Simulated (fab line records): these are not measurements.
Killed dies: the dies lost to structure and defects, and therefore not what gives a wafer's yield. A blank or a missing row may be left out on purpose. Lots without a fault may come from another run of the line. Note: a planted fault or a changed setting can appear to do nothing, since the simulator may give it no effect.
Which tool did it? ; flow sky130 ; 11 lots with 33 wafers sampled at 2 steps, on a route of 708 steps

## WHAT THE GAUGES SHOWED, per wafer
SKY_POLY_GATE_CD_MEAS_13: the cd target is 150 nm.
lot;measured;on;cdNm (nm)
L464;day 16 17:58;cdSem-01;148.7 148.3 150.0
L465;day 17 11:17;cdSem-02;151.1 151.1 151.6
L466;day 17 06:56;cdSem-02;150.4 150.4 152.1
L468;day 17 11:36;cdSem-01;151.7 150.8 151.0
L474;day 19 19:26;cdSem-02;149.7 148.9 98.8 149.4 148.6 99.3
L475;day 20 03:37;cdSem-01;149.3 148.3 97.6 148.9 148.5 98.2
L480;day 21 23:17;cdSem-01;150.3 151.4 150.6
L482;day 22 18:11;cdSem-01;149.8 150.2 150.2
L483;day 22 22:48;cdSem-02;150.8 152.1 151.1
L484;day 23 20:38;cdSem-01;147.9 148.9 149.1
L486;day 24 18:36;cdSem-02;150.3 148.4 148.1

## EACH LOT AND THE TOOL THAT RAN IT (in order: tool; ch and the chambers of the sampled wafers; start)
lot;SKY_POLY_GATE_EXPOSE_10
L464;krfScanner-02 ch 0, day 16 04:18
L465;krfScanner-01 ch 0, day 16 20:54
L466;krfScanner-01 ch 0, day 16 16:18
L468;krfScanner-02 ch 0, day 16 21:10
L474;krfScanner-02 ch 0, day 19 04:29
L475;krfScanner-02 ch 0, day 19 12:13
L480;krfScanner-01 ch 0, day 21 07:55
L482;krfScanner-01 ch 0, day 22 03:55
L483;krfScanner-01 ch 0, day 22 08:24
L484;krfScanner-02 ch 0, day 23 06:19
L486;krfScanner-01 ch 0, day 24 03:42
- SKY_POLY_GATE_EXPOSE_10: exposes mask P1M, target cd 150 nm.

## THE ANSWER, worked out from the rows above alone
Rule: the lots themselves supply what counts as usual. Put in order of their means at a reading, lots are off if they are a third of the lots or fewer, leave a main group of 4 or more, and stand apart from it by a gap of 3 or more times the standard deviation of the main group's means; of several such gaps the widest counts. Not used: any main group whose means are identical at the precision the tables above print for the reading. Also off: a lot with no number at a reading for which 4 or more lots have one. The other lots that the step has rows for count as sound.
Off at SKY_POLY_GATE_CD_MEAS_13 (cdNm): L474, L475. For the main group the mean is 150.2 nm and the standard deviation 1.
A tool fits if, at a process step before that reading, it ran every lot that is off, and no sound lot after the first of them. Gauges at SKY_POLY_GATE_CD_MEAS_13: tried the same way as those tools. Of those tried, none fits.

## WHAT THE SIMULATOR HAD PUT IN
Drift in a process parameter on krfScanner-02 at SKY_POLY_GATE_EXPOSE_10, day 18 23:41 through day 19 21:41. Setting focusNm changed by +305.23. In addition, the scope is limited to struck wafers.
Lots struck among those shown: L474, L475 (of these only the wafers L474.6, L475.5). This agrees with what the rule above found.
